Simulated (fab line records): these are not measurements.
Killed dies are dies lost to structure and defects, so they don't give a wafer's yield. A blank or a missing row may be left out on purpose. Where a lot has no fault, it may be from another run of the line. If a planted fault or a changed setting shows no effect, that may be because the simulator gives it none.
fab line records ; flow sfq-line
record: lots: 6; wafers: 18; last-day: 97
route steps=325 shown L0@13 L0V@16
lots that met no fault: from a run of the same line without faults
start-h: hours from the record's first day to the start of the lot's first wafer shown ; wait-h: hours since the lot's step before ; " the same as in the row above ; L1.1+2: a single row standing in for several wafers ; - no value present, or no start provided ; * or withheld: withheld ; < > ~ a bound
route shown NAME@n: a module of which the file shows steps, and the number in the route of the first ; usual: the fault-free wafers' mean and standard deviation ; same: alike in all rows ; chamber/n: place in a boat ; sites: each site's reading ; _std_site: standard deviation of those values ; _edge_site: outer sites' mean less inner sites' ; radius-mm: how far each site lies from the wafer's centre ; mask NAME#n: copy n ; behind: the tool/chamber that last shaped the wafer ; hold: cause of the lot's hold/its duration in hours/its outcome ; device: names the non-switching transistor (n, p or np) ; end of line: tests run on the same wafers once the route is complete ; a step with no rows: only its recipe ; killed: not the wafer's yield, but the dies lost to structure and defects at the first sort ; map: shows each die of a wafer: x if killed, . if not, _ if none is there
set.NAME: the setting that was run; set.NAME@STEP: the one run at that earlier step ; model.NAME: the simulator's own value behind a step, which no gauge read
certain route steps with their lots: each step a table, each wafer a row
services: from which hour (start-h, from the record's first day; less than 0 if before it) a tool's chamber was out of use, for how many hours, and why
== steps ==
step: SFQ_TRILAYER_L0_ETCH_METAL_ETCH_008
recipe: target: MoNx_KI; stop-on: SiO2; mask-material: PR; chemistry: SF6/O2; target-depth-nm: 50; icp-w: 600; bias-w: 80; pressure-mtorr: 10; time-s: 25
usual: drypump-motor-current-A: 5.6/0.41; oes-product-au: 0.874/0.0067; rf-fwd-power-W: 590/4.6
lot.wafer;tool;chamber;start-h;wait-h;drypump-motor-current-A;oes-product-au;rf-fwd-power-W;rf-hours-counter-h
L736.3;rie-metal-01;1;89.46;0.1;5.4;0.872;593;-
L736.4;rie-metal-01;1;89.46;0.1;5.4;0.865;595;-
L736.6;rie-metal-01;1;89.46;0.1;5.4;0.866;596;-
L744.4;rie-metal-01;0;161.92;0.0;5.8;0.882;584;-
L744.5;rie-metal-01;0;161.92;0.0;5.9;0.883;587;-
L744.6;rie-metal-01;1;161.92;0.0;5.3;0.882;595;-
L751.1;rie-metal-04;0;201.50;0.0;5.6;0.874;596;47
L751.2;rie-metal-04;1;201.50;0.0;6.2;0.877;587;129
L751.4;rie-metal-04;0;201.50;0.0;5.6;0.877;594;-
L752.1;rie-metal-03;1;208.70;0.0;4.8;0.863;589;3
L752.2;rie-metal-03;0;208.70;0.0;5.5;0.871;585;85
L752.6;rie-metal-03;1;208.70;0.0;4.8;0.870;591;-
L756.1;rie-metal-04;0;229.23;0.0;5.6;0.872;597;51
L756.5;rie-metal-04;1;229.23;0.0;6.2;0.877;590;-
L756.6;rie-metal-04;0;229.23;0.0;5.6;0.872;598;-
L757.2;rie-metal-04;1;234.03;0.0;6.2;0.870;588;134
L757.3;rie-metal-04;0;234.03;0.0;5.6;0.877;599;-
L757.4;rie-metal-04;1;234.03;0.0;6.2;0.860;591;-
step: SFQ_TRILAYER_L0_STRIP_STRIP_009
recipe: gas: O2; power-w: 200; platen-temp-c: 40; overash-fraction: 0.65; chemistry: O2; pressure-mtorr: 50
usual: drypump-motor-current-A: 5.6/0.41; oes-product-au: 0.998/0.0077
lot.wafer;tool;chamber;start-h;wait-h;drypump-motor-current-A;oes-product-au;rf-hours-counter-h
L736.3;rie-metal-01;1;89.92;0.4;5.4;1.012;-
L736.4;rie-metal-01;1;89.92;0.4;5.4;1.001;-
L736.6;rie-metal-01;1;89.92;0.4;5.4;1.000;-
L744.4;rie-metal-01;0;162.15;0.2;5.9;1.007;-
L744.5;rie-metal-01;0;162.15;0.2;5.9;0.992;-
L744.6;rie-metal-01;1;162.15;0.2;5.4;1.000;-
L751.1;rie-metal-04;0;201.55;0.0;5.6;1.017;47
L751.2;rie-metal-04;1;201.55;0.0;6.2;1.002;129
L751.4;rie-metal-04;0;201.55;0.0;5.6;1.012;-
L752.1;rie-metal-03;1;208.75;0.0;4.9;0.991;3
L752.2;rie-metal-03;0;208.75;0.0;5.5;0.979;85
L752.6;rie-metal-03;1;208.75;0.0;4.9;0.985;-
L756.1;rie-metal-04;0;229.27;0.0;5.6;0.998;51
L756.5;rie-metal-04;1;229.27;0.0;6.2;0.992;-
L756.6;rie-metal-04;0;229.27;0.0;5.6;0.999;-
L757.2;rie-metal-04;1;234.07;0.0;6.2;0.987;134
L757.3;rie-metal-04;0;234.07;0.0;5.5;0.989;-
L757.4;rie-metal-04;1;234.07;0.0;6.2;0.985;-
step: SFQ_TRILAYER_L0_STRIP_SOLV_CLEAN_010
recipe: chemistry: NMP; temp-c: 70; time-s: 600
step: SFQ_TRILAYER_L0_CAP_PECVD_011
recipe: material: SiO2; temp-c: 150; time-s: 13.333; pressure-torr: 2.4; rf-w: 183.3; precursor: SiH4/N2O; target-thk-nm: 60
usual: heater-power-outer-w: 28/7; heater-power-w: 77/11; throttle-valve-pct: 24.6/1.4
lot.wafer;tool;chamber;start-h;wait-h;heater-power-outer-w;heater-power-w;throttle-valve-pct
L736.3;pecvd-01;0;90.90;0.0;19;62;25.7
L736.4;pecvd-01;0;90.90;0.0;19;62;25.4
L736.6;pecvd-01;2;90.90;0.0;23;64;26.8
L744.4;pecvd-01;2;162.75;0.0;22;63;27.3
L744.5;pecvd-01;0;162.75;0.0;24;67;25.4
L744.6;pecvd-01;2;162.75;0.0;23;64;27.2
L751.1;pecvd-02;1;202.32;0.0;31;80;24.8
L751.2;pecvd-02;0;202.32;0.0;29;83;24.2
L751.4;pecvd-02;0;202.32;0.0;31;83;23.9
L752.1;pecvd-03;1;209.52;0.0;22;72;27.6
L752.2;pecvd-03;0;209.52;0.0;28;79;24.4
L752.6;pecvd-03;2;209.52;0.0;22;65;24.6
L756.1;pecvd-03;1;230.05;0.0;21;66;27.3
L756.5;pecvd-03;1;230.05;0.0;20;67;27.6
L756.6;pecvd-03;0;230.05;0.0;33;86;24.2
L757.2;pecvd-02;1;234.86;0.0;35;87;24.8
L757.3;pecvd-02;2;234.86;0.0;35;82;23.1
L757.4;pecvd-02;1;234.86;0.0;34;88;25.0
step: SFQ_TRILAYER_L0_VIA_LITHO_COAT_018
recipe: resist: BARC; spin-rpm: 3000; resist-thk-nm: 62
step: SFQ_TRILAYER_L0_VIA_LITHO_COAT_013
recipe: resist: KrF; spin-rpm: 3000; resist-thk-nm: 650
step: SFQ_TRILAYER_L0_VIA_LITHO_SOFTBAKE_017
recipe: temp-c: withheld; time-s: withheld; resist: KrF
step: SFQ_TRILAYER_L0_VIA_LITHO_EXPOSE_014
recipe: mask-id: L0V; na: 0.6; source-shape: conventional; sigma-outer: 0.65; target-cd-nm: 700; dose-mj: 21.44
step: SFQ_TRILAYER_L0_VIA_LITHO_PEB_016
recipe: peb-temp-c: 115; peb-time-s: 60; resist: KrF
step: SFQ_TRILAYER_L0_VIA_LITHO_DEVELOP_015
recipe: time-s: 60; resist: KrF
step: SFQ_L0V_OVL_MEAS_903
usual: L0V_OVL: -1/5.8
lot.wafer;tool;chamber;start-h;wait-h;L0V_OVL[nm]
L736.3;overlay-02;-;199.06;0.1;5
L736.4;overlay-02;-;199.06;0.1;-1
L736.6;overlay-02;-;199.06;0.1;-4
L744.4;overlay-01;-;267.76;0.1;-2
L744.5;overlay-01;-;267.76;0.1;5
L744.6;overlay-01;-;267.76;0.1;-1
L751.1;overlay-02;-;318.58;0.1;-4
L751.2;overlay-02;-;318.58;0.1;0
L751.4;overlay-02;-;318.58;0.1;-4
L752.1;overlay-02;-;327.44;0.1;5
L752.2;overlay-02;-;327.44;0.1;4
L752.6;overlay-02;-;327.44;0.1;5
L756.1;overlay-01;-;347.84;0.1;3
L756.5;overlay-01;-;347.84;0.1;0
L756.6;overlay-01;-;347.84;0.1;3
L757.2;overlay-01;-;353.85;0.1;0
L757.3;overlay-01;-;353.85;0.1;0
L757.4;overlay-01;-;353.85;0.1;-1
step: SFQ_TRILAYER_L0_VIA_BARC_OPEN_VIA_ETCH_021
recipe: mask-material: PR; chemistry: O2; target-depth-nm: 125; target: BARC; source-w: 500; bias-w: 80; pressure-mtorr: 30; time-s: 41.7
usual: drypump-motor-current-A: 5.7/0.63; oes-product-au: 0.684/0.0043; rf-fwd-power-W: 494.8/2.2
lot.wafer;tool;chamber;start-h;wait-h;drypump-motor-current-A;oes-product-au;rf-fwd-power-W;rf-hours-counter-h
L736.3;rie-diel-03;0;199.08;0.0;5.7;0.684;493.0;8
L736.4;rie-diel-03;1;199.08;0.0;6.3;0.689;493.2;5
L736.6;rie-diel-03;3;199.08;0.0;4.8;0.677;494.3;-
L744.4;rie-diel-04;2;267.77;0.0;6.4;0.690;492.8;43
L744.5;rie-diel-04;1;267.77;0.0;5.4;0.683;496.9;-
L744.6;rie-diel-04;2;267.77;0.0;6.4;0.683;492.1;-
L751.1;rie-diel-03;0;318.62;0.0;5.7;0.685;490.5;9
L751.2;rie-diel-03;2;318.62;0.0;6.4;0.682;492.7;1
L751.4;rie-diel-03;1;318.62;0.0;6.3;0.687;495.0;7
L752.1;rie-diel-03;1;327.48;0.0;6.3;0.679;493.2;7
L752.2;rie-diel-03;0;327.48;0.0;5.6;0.692;496.9;9
L752.6;rie-diel-03;2;327.48;0.0;6.4;0.685;495.1;-
L756.1;rie-diel-04;0;347.88;0.0;5.7;0.679;497.8;109
L756.5;rie-diel-04;1;347.88;0.0;5.4;0.678;497.4;-
L756.6;rie-diel-04;0;347.88;0.0;5.7;0.685;497.3;-
L757.2;rie-diel-04;1;353.88;0.0;5.4;0.690;497.8;6
L757.3;rie-diel-04;3;353.88;0.0;4.7;0.691;494.4;18
L757.4;rie-diel-04;0;353.88;0.0;5.7;0.683;496.4;109
step: SFQ_TRILAYER_L0_VIA_ETCH_VIA_ETCH_016
recipe: target: SiO2; stop-on: MoNx_KI; mask-material: PR; chemistry: CHF3; target-depth-nm: 80; source-w: 500; bias-w: 80; pressure-mtorr: 30; time-s: withheld
usual: drypump-motor-current-A: 5.7/0.62; oes-product-au: 0.843/0.0072; rf-fwd-power-W: 495.4/2.1
lot.wafer;tool;chamber;start-h;wait-h;drypump-motor-current-A;oes-product-au;rf-fwd-power-W
L736.3;rie-diel-03;0;199.12;0.0;5.7;0.835;496.3
L736.4;rie-diel-03;1;199.12;0.0;6.3;0.850;492.7
L736.6;rie-diel-03;3;199.12;0.0;4.8;0.856;495.3
L744.4;rie-diel-04;2;267.81;0.0;6.4;0.846;494.1
L744.5;rie-diel-04;1;267.81;0.0;5.4;0.849;495.2
L744.6;rie-diel-04;2;267.81;0.0;6.4;0.850;492.6
L751.1;rie-diel-03;0;318.66;0.0;5.6;0.848;496.0
L751.2;rie-diel-03;2;318.66;0.0;6.4;0.853;415.7
L751.4;rie-diel-03;1;318.66;0.0;6.3;0.843;492.6
L752.1;rie-diel-03;1;327.52;0.0;6.3;0.837;494.1
L752.2;rie-diel-03;0;327.52;0.0;5.6;0.840;494.4
L752.6;rie-diel-03;2;327.52;0.0;6.4;0.836;416.7
L756.1;rie-diel-04;0;347.92;0.0;5.6;0.842;496.5
L756.5;rie-diel-04;1;347.92;0.0;5.4;0.834;498.1
L756.6;rie-diel-04;0;347.92;0.0;5.7;0.838;497.2
L757.2;rie-diel-04;1;353.92;0.0;5.4;0.834;498.5
L757.3;rie-diel-04;3;353.92;0.0;4.7;0.837;496.1
L757.4;rie-diel-04;0;353.92;0.0;5.7;0.862;495.9
step: SFQ_TRILAYER_L0_VIA_STRIP_STRIP_017
recipe: gas: O2; power-w: 200; platen-temp-c: 40; overash-fraction: 0.65; chemistry: O2; pressure-mtorr: 50
usual: drypump-motor-current-A: 5.7/0.48; oes-product-au: 0.999/0.0075
lot.wafer;tool;chamber;start-h;wait-h;drypump-motor-current-A;oes-product-au;rf-hours-counter-h
L736.3;rie-metal-02;0;199.57;-;6.1;1.002;-
L736.4;rie-metal-02;0;199.57;-;6.0;0.997;-
L736.6;rie-metal-02;0;199.57;-;6.0;1.006;-
L744.4;rie-metal-02;0;268.06;-;6.0;0.995;-
L744.5;rie-metal-02;0;268.06;-;6.0;0.993;-
L744.6;rie-metal-02;1;268.06;-;6.3;0.993;-
L751.1;rie-metal-01;0;318.70;-;5.9;0.994;34
L751.2;rie-metal-01;1;318.70;-;5.4;0.991;8
L751.4;rie-metal-01;1;318.70;-;5.4;0.984;-
L752.1;rie-metal-01;1;327.57;-;5.4;0.994;9
L752.2;rie-metal-01;0;327.57;-;5.9;1.004;35
L752.6;rie-metal-01;0;327.57;-;5.9;0.996;-
L756.1;rie-metal-02;1;347.97;-;6.3;0.996;21
L756.5;rie-metal-02;1;347.97;-;6.3;1.005;-
L756.6;rie-metal-02;0;347.97;-;6.0;0.998;-
L757.2;rie-metal-01;0;353.97;-;5.9;1.007;39
L757.3;rie-metal-01;0;353.97;-;5.9;1.010;-
L757.4;rie-metal-01;1;353.97;-;5.4;0.989;-
== services ==
tool;chamber;start-h;hours;kind
rie-diel-03;2;80.95;5.6;repair
rie-diel-03;-;115.46;14.6;pm
rie-diel-04;0;118.89;12.4;repair
rie-metal-01;0;124.44;2.6;repair
rie-diel-03;-;135.15;0.9;repair
rie-diel-04;2;136.21;2.2;repair
rie-diel-03;0;136.57;5.2;repair
rie-diel-03;-;139.61;0.8;repair
rie-diel-04;-;140.62;0.6;repair
rie-diel-03;1;142.97;1.3;repair
rie-metal-01;0;153.07;1.5;repair
rie-metal-02;0;168.73;12.2;repair
rie-diel-04;1;205.02;2.0;repair
rie-diel-03;1;213.86;9.8;repair
rie-diel-03;0;234.72;13.4;repair
rie-diel-04;-;234.90;2.8;pm
rie-diel-03;-;260.00;0.1;repair
rie-metal-04;-;264.11;0.5;repair
rie-diel-03;3;267.39;3.9;repair
rie-diel-03;1;284.39;3.7;repair
rie-diel-04;1;285.31;3.2;repair
rie-metal-04;0;308.52;43.5;repair
rie-diel-04;1;312.01;8.5;repair
rie-diel-03;2;343.76;36.4;repair
== key ==
first-sign: step: SFQ_TRILAYER_L0_VIA_ETCH_VIA_ETCH_016; reading: rf-fwd-power-W; direction: down; sigmas: 38; usual: 495.4; struck: 416.2
effect none on later readings
met-at SFQ_TRILAYER_L0_VIA_ETCH_VIA_ETCH_016
struck-wafers L751.2,L752.6
fault: kind: process-parameter-drift; tool: rie-diel-03; chamber: 2; onset-h: 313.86; steps: SFQ_TRILAYER_L0_VIA_ETCH_VIA_ETCH_016; channel: source-w; offset: -80; shape: step; end-h: 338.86; acts-in: these-recipes-only; stated: 500
